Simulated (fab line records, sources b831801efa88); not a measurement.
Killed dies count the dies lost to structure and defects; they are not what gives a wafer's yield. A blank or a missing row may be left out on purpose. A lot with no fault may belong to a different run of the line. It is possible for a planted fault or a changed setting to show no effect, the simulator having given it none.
fab line records | flow sky130 | part 2 of 2: steps 32 to 43 of 43
record lots=5 | wafers=15 | last_day=49
route steps=708 shown NWELL@34 DNWELL@35 PWDE@45
lots that met no fault: taken from a fault-free run of the same line
start_h: hours from the record's opening day to when the first of the lot's shown wafers began | wait_h: time in hours since the lot's previous step | " same as the row above | L1.1+2: a row that stands for several wafers | - no value present, or no start provided | * or withheld: withheld | < > ~ a bound
route shown NAME@n: a module of which the file shows steps, and the number in the route of the first | usual: mean/standard deviation taken from wafers without a fault | same: alike in all rows | chamber/n: place in a boat | sites: readings site by site | _std_site: standard deviation of those values | _edge_site: outer sites' mean less inner sites' | radius_mm: for every site, how far away it sits from the centre of the wafer | mask NAME#n: copy n | behind: tool/chamber where the wafer was last shaped | hold: the reason the lot was held/the length of the hold in hours/how it ended | device: the transistor (n, p or np) that didn't switch | end of line: tests of these same wafers at the route's end | where a step has no rows: the recipe by itself | killed: not the wafer's yield, but the dies lost to structure and defects at the first sort | map: a wafer's dies, marking killed ones x, the rest . and places with no die _
set.NAME: the setting that was run; set.NAME@STEP: the one run at that earlier step | model.NAME: the simulator's own value behind a step, which no gauge read
lots at some steps of the route; a table a step, a row a wafer
services: the hour from which a tool's chamber was out of use, counted from the record's first day as start_h (under 0 if before that day), plus the number of hours and why
## steps
# step SKY_NWELL_IMPLANT_12
# recipe species=P | energy_kev=120 | dose_cm2=1.3e+12 | tilt_deg=withheld
# usual beam_on_s=10.01/0.19 | end_station_pressure_torr=5.01e-06/2.4e-07
lot.wafer | tool         | chamber | start_h | wait_h | beam_on_s | end_station_pressure_torr
L077.2    | implanter-04 | 0       | 101.06  | 0.1    | 9.79      | 5.38e-06
L077.3    | "            | 0       | "       | "      | 9.87      | 4.5e-06
L077.4    | "            | 0       | "       | "      | 9.94      | 4.84e-06
L078.2    | implanter-01 | 0       | 109.81  | 1.1    | 9.98      | 5.16e-06
L078.4    | "            | 0       | "       | "      | 9.67      | 4.78e-06
L078.6    | "            | 0       | "       | "      | 9.96      | 5.11e-06
L083.1    | implanter-04 | 0       | 136.23  | 0.1    | 10.47     | 5.1e-06
L083.2    | "            | 0       | "       | "      | 9.95      | 5.29e-06
L083.3    | "            | 0       | "       | "      | 10.05     | 4.83e-06
L088.1    | implanter-04 | 0       | 166.58  | 0.1    | 10.62     | 5.17e-06
L088.2    | "            | 0       | "       | "      | 9.96      | 4.79e-06
L088.3    | "            | 0       | "       | "      | 10.27     | 5.15e-06
L092.2    | implanter-02 | 0       | 191.33  | 0.1    | 9.82      | 4.96e-06
L092.4    | "            | 0       | "       | "      | 9.84      | 5.15e-06
L092.5    | "            | 0       | "       | "      | 10.09     | 4.98e-06
# step SKY_NWELL_IMPLANT_13
# recipe species=P | energy_kev=50 | dose_cm2=7e+11 | tilt_deg=withheld
# usual beam_on_s=10.00/0.19 | end_station_pressure_torr=5e-06/2.6e-07
lot.wafer | tool         | chamber | start_h | wait_h | beam_on_s | end_station_pressure_torr
L077.2    | implanter-04 | 0       | 101.21  | 0.1    | 10.04     | 5.1e-06
L077.3    | "            | 0       | "       | "      | 10.02     | 5.16e-06
L077.4    | "            | 0       | "       | "      | 10.03     | 4.78e-06
L078.2    | implanter-01 | 0       | 109.96  | 0.1    | 9.76      | 4.35e-06
L078.4    | "            | 0       | "       | "      | 9.99      | 4.7e-06
L078.6    | "            | 0       | "       | "      | 10.05     | 4.66e-06
L083.1    | implanter-04 | 0       | 136.38  | 0.1    | 10.05     | 5.05e-06
L083.2    | "            | 0       | "       | "      | 10.11     | 5.2e-06
L083.3    | "            | 0       | "       | "      | 10.06     | 4.97e-06
L088.1    | implanter-04 | 0       | 166.73  | 0.1    | 10.37     | 5.17e-06
L088.2    | "            | 0       | "       | "      | 9.98      | 5.42e-06
L088.3    | "            | 0       | "       | "      | 10.11     | 5.16e-06
L092.2    | implanter-02 | 0       | 191.48  | 0.1    | 10.18     | 5.07e-06
L092.4    | "            | 0       | "       | "      | 9.90      | 5.25e-06
L092.5    | "            | 0       | "       | "      | 10.10     | 5.01e-06
# step SKY_NWELL_STRIP_14
# recipe chemistry=O2/N2 | power_w=1400 | pressure_mtorr=1500 | platen_temp_c=withheld | o2_flow_sccm=3000 | n2_flow_sccm=300 | overash_fraction=0.5
# usual drypump_motor_current_A=5.53/0.27 | oes_product_au=0.722/0.0044 | strip_time_to_endpoint_s=36.99/0.1
lot.wafer | tool            | chamber | start_h | wait_h | drypump_motor_current_A | oes_product_au | rf_hours_counter_h | strip_time_to_endpoint_s
L077.2    | plasma_asher-01 | 0       | 101.33  | 0.1    | 5.42                    | 0.725          | 41                 | 36.87
L077.3    | "               | 0       | "       | "      | 5.44                    | 0.714          | -                  | 36.96
L077.4    | "               | 1       | "       | "      | 5.48                    | 0.724          | -                  | 36.93
L078.2    | plasma_asher-03 | 1       | 110.09  | 0.1    | 5.55                    | 0.713          | 43                 | 37.01
L078.4    | "               | 0       | "       | "      | 5.96                    | 0.724          | -                  | 37.15
L078.6    | "               | 0       | "       | "      | 6.00                    | 0.717          | -                  | 37.08
L083.1    | plasma_asher-03 | 1       | 136.53  | 0.1    | 5.57                    | 0.722          | 46                 | 36.87
L083.2    | "               | 0       | "       | "      | 5.95                    | 0.724          | 46                 | 36.99
L083.3    | "               | 1       | "       | "      | 5.59                    | 0.726          | -                  | 36.83
L088.1    | plasma_asher-03 | 0       | 166.88  | 0.1    | 5.96                    | 0.717          | 49                 | 37.07
L088.2    | "               | 1       | "       | "      | 5.56                    | 0.729          | 49                 | 37.12
L088.3    | "               | 0       | "       | "      | 6.01                    | 0.723          | -                  | 37.10
L092.2    | plasma_asher-04 | 1       | 191.60  | 0.1    | 5.04                    | 0.724          | 38                 | 36.98
L092.4    | "               | 0       | "       | "      | 5.65                    | 0.727          | -                  | 37.01
L092.5    | "               | 0       | "       | "      | 5.63                    | 0.717          | -                  | 36.98
# step SKY_NWELL_TW_MEAS_15
# usual NWELL_TW=1824/13
lot.wafer | tool          | chamber | start_h | wait_h | NWELL_TW
L077.2    | film_metro-04 | -       | 101.44  | 0.1    | 1839
L077.3    | "             | -       | "       | "      | 1848
L077.4    | "             | -       | "       | "      | 1836
L078.2    | film_metro-02 | -       | 110.20  | 0.1    | 1820
L078.4    | "             | -       | "       | "      | 1812
L078.6    | "             | -       | "       | "      | 1810
L083.1    | film_metro-04 | -       | 136.63  | 0.1    | 1849
L083.2    | "             | -       | "       | "      | 1839
L083.3    | "             | -       | "       | "      | 1853
L088.1    | film_metro-04 | -       | 166.98  | 0.1    | 1816
L088.2    | "             | -       | "       | "      | 1808
L088.3    | "             | -       | "       | "      | 1816
L092.2    | film_metro-03 | -       | 191.71  | 0.1    | 1812
L092.4    | "             | -       | "       | "      | 1805
L092.5    | "             | -       | "       | "      | 1807
# step SKY_NWELL_DEHYDRATE_16
# recipe temp_c=200 | time_s=60
lot.wafer  | tool           | chamber | start_h | wait_h
L077.2+3+4 | litho_track-04 | 0       | 109.87  | 8.4
L078.2+4+6 | litho_track-02 | 0       | 118.89  | 8.7
L083.1+2+3 | litho_track-04 | 0       | 145.70  | 9.1
L088.1+2+3 | litho_track-01 | 0       | 176.40  | 9.4
L092.2+4+5 | litho_track-04 | 0       | 201.72  | 10.0
# step SKY_NWELL_HMDS_17
# recipe prime_time_s=60 | prime_temp_c=120
# usual prime_temp_c=119.98/0.14
lot.wafer | tool           | chamber | start_h | wait_h | prime_temp_c
L077.2    | litho_track-04 | 0       | 110.02  | 0.1    | 120.02
L077.3    | "              | 0       | "       | "      | 120.21
L077.4    | "              | 0       | "       | "      | 120.18
L078.2    | litho_track-02 | 0       | 119.04  | 0.1    | 119.87
L078.4    | "              | 0       | "       | "      | 120.17
L078.6    | "              | 0       | "       | "      | 120.06
L083.1    | litho_track-04 | 0       | 145.85  | 0.1    | 120.01
L083.2    | "              | 0       | "       | "      | 119.80
L083.3    | "              | 0       | "       | "      | 119.88
L088.1    | litho_track-01 | 0       | 176.55  | 0.1    | 120.03
L088.2    | "              | 0       | "       | "      | 120.15
L088.3    | "              | 0       | "       | "      | 119.89
L092.2    | litho_track-04 | 0       | 201.87  | 0.1    | 119.77
L092.4    | "              | 0       | "       | "      | 120.07
L092.5    | "              | 0       | "       | "      | 119.83
# step SKY_NWELL_COAT_18
# recipe spin_rpm=2000 | resist_thk_nm=3000
lot.wafer  | tool           | chamber | start_h | wait_h
L077.2+3+4 | litho_track-04 | 0       | 110.17  | 0.1
L078.2+4+6 | litho_track-02 | 0       | 119.19  | 0.1
L083.1+2+3 | litho_track-04 | 0       | 146.00  | 0.1
L088.1+2+3 | litho_track-01 | 0       | 176.70  | 0.1
L092.2+4+5 | litho_track-04 | 0       | 202.02  | 0.1
# step SKY_NWELL_SOFTBAKE_19
# recipe temp_c=110 | time_s=withheld
lot.wafer  | tool           | chamber | start_h | wait_h
L077.2+3+4 | litho_track-04 | 0       | 110.33  | 0.1
L078.2+4+6 | litho_track-02 | 0       | 119.35  | 0.1
L083.1+2+3 | litho_track-04 | 0       | 146.15  | 0.1
L088.1+2+3 | litho_track-01 | 0       | 176.85  | 0.1
L092.2+4+5 | litho_track-04 | 0       | 202.18  | 0.1
# step SKY_NWELL_EXPOSE_20
# recipe mask_id=NWM_COMPLEMENT | na=0.6 | source_shape=conventional | sigma_outer=0.6 | polarization=unpolarized | target_cd_nm=840 | dose_mj=260
# usual focus_offset_nm=0.1/0.54
lot.wafer | tool             | chamber | start_h | wait_h | mask             | focus_offset_nm
L077.2    | iline_stepper-01 | 0       | -       | -      | NWM_COMPLEMENT#0 | -0.6
L077.3    | "                | 0       | "       | "      | NWM_COMPLEMENT#0 | -0.4
L077.4    | "                | 0       | "       | "      | NWM_COMPLEMENT#0 | 0.0
L078.2    | iline_stepper-01 | 0       | -       | -      | NWM_COMPLEMENT#0 | -1.3
L078.4    | "                | 0       | "       | "      | NWM_COMPLEMENT#0 | -0.3
L078.6    | "                | 0       | "       | "      | NWM_COMPLEMENT#0 | -0.8
L083.1    | iline_stepper-02 | 0       | -       | -      | NWM_COMPLEMENT#0 | 0.4
L083.2    | "                | 0       | "       | "      | NWM_COMPLEMENT#0 | 0.0
L083.3    | "                | 0       | "       | "      | NWM_COMPLEMENT#0 | -0.1
L088.1    | iline_stepper-02 | 0       | -       | -      | NWM_COMPLEMENT#0 | -0.5
L088.2    | "                | 0       | "       | "      | NWM_COMPLEMENT#0 | -1.1
L088.3    | "                | 0       | "       | "      | NWM_COMPLEMENT#0 | -0.4
L092.2    | iline_stepper-01 | 0       | -       | -      | NWM_COMPLEMENT#0 | -0.8
L092.4    | "                | 0       | "       | "      | NWM_COMPLEMENT#0 | -0.5
L092.5    | "                | 0       | "       | "      | NWM_COMPLEMENT#0 | 0.4
# step SKY_NWELL_PEB_21
# recipe temp_c=115 | time_s=withheld
lot.wafer  | tool           | chamber | start_h | wait_h
L077.2+3+4 | litho_track-02 | 0       | -       | -
L078.2+4+6 | litho_track-01 | 0       | -       | -
L083.1+2+3 | litho_track-01 | 0       | -       | -
L088.1+2+3 | litho_track-01 | 0       | -       | -
L092.2+4+5 | litho_track-04 | 0       | -       | -
# step SKY_NWELL_DEVELOP_22
# recipe wall_angle_deg=90 | developer=TMAH | develop_time_s=60 | dev_temp_c=23
lot.wafer  | tool           | chamber | start_h | wait_h
L077.2+3+4 | litho_track-02 | 0       | -       | -
L078.2+4+6 | litho_track-01 | 0       | -       | -
L083.1+2+3 | litho_track-01 | 0       | -       | -
L088.1+2+3 | litho_track-01 | 0       | -       | -
L092.2+4+5 | litho_track-04 | 0       | -       | -
# step SKY_NWELL_OVL_MEAS_23
# usual NWELL_01_OVL=0.6/1.3
lot.wafer | tool       | chamber | start_h | wait_h | NWELL_01_OVL[nm]
L077.2    | overlay-01 | -       | 119.87  | -      | 0.2
L077.3    | "          | -       | "       | "      | -0.3
L077.4    | "          | -       | "       | "      | -1.2
L078.2    | overlay-02 | -       | 128.35  | -      | 2.9
L078.4    | "          | -       | "       | "      | 1.8
L078.6    | "          | -       | "       | "      | 1.4
L083.1    | overlay-01 | -       | 155.80  | -      | -0.8
L083.2    | "          | -       | "       | "      | 0.8
L083.3    | "          | -       | "       | "      | -0.3
L088.1    | overlay-01 | -       | 187.55  | -      | 0.5
L088.2    | "          | -       | "       | "      | 2.9
L088.3    | "          | -       | "       | "      | 0.8
L092.2    | overlay-01 | -       | 213.25  | -      | -0.5
L092.4    | "          | -       | "       | "      | -0.3
L092.5    | "          | -       | "       | "      | -0.3
## services
tool             | chamber | start_h | hours | kind
implanter-03     | -       | 47.65   | 10.1  | repair
litho_track-01   | -       | 58.62   | -     | consumable_replace:filter
implanter-04     | -       | 70.22   | 2.7   | repair
plasma_asher-01  | -       | 75.30   | 4.0   | repair
implanter-04     | -       | 82.13   | 4.4   | repair
plasma_asher-01  | -       | 108.75  | 9.0   | pm
plasma_asher-01  | 0       | 108.75  | 9.0   | vent_cycle
plasma_asher-01  | 1       | 108.75  | 9.0   | vent_cycle
iline_stepper-02 | 0       | 109.02  | -     | calibration
plasma_asher-01  | 0       | 117.75  | -     | clean
plasma_asher-01  | 1       | 117.75  | -     | clean
plasma_asher-04  | -       | 140.67  | 2.8   | pm
plasma_asher-03  | -       | 142.41  | 2.2   | repair
iline_stepper-01 | -       | 156.78  | 1.7   | pm
implanter-03     | -       | 172.46  | 1.6   | repair
plasma_asher-02  | -       | 203.82  | 4.0   | pm
iline_stepper-02 | -       | 205.18  | 1.7   | pm
plasma_asher-02  | -       | 211.80  | 1.2   | repair
